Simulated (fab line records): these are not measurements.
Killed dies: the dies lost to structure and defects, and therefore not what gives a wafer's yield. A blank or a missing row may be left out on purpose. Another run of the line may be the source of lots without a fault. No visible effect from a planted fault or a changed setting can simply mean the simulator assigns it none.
Which of the tools did it? -- flow gf180mcu -- 21 wafers sampled from 7 lots at 1 step of a route of 602

WHAT THE GAUGES SHOWED, per wafer
GF_STI_THK_MEAS_02.
lot,measured,on,STI_OXIDATION_THK (nm)
L252,day 1 16:31,film_metro-01,10.03 9.91 9.89
L254,day 2 02:31,film_metro-02,9.97 9.99 9.89
L256,day 2 12:31,film_metro-04,10.21 10.06 10.05
L258,day 2 22:31,film_metro-01,10.11 10.24 10.10
L260,day 3 09:04,film_metro-01,9.93 9.72 9.86
L268,day 5 00:31,film_metro-04,10.41 10.39 10.34
L272,day 5 21:11,film_metro-01,10.00 10.02 9.99

WHAT TOOL EACH LOT RAN ON (gives the tool, then ch and the chambers of the sampled wafers, and finally the start)
Record: no process step prior to these readings.

THE ANSWER, worked out from the rows above alone
Rule: the lots themselves supply what counts as usual. Put in order of their means at a reading, lots are off if they are a third of the lots or fewer, leave a main group of 4 or more, and stand apart from it by a gap of 3 or more times the standard deviation of the main group's means; of several such gaps the widest counts. Not used: any main group whose means are identical at the precision the tables above print for the reading. A lot without any number at a reading at which 4 lots or more have one is off too. Any other lot the step has rows for is counted as sound.
Nothing can be told from this: no lot is off at any reading shown.

WHAT WAS PUT IN BY THE SIMULATOR
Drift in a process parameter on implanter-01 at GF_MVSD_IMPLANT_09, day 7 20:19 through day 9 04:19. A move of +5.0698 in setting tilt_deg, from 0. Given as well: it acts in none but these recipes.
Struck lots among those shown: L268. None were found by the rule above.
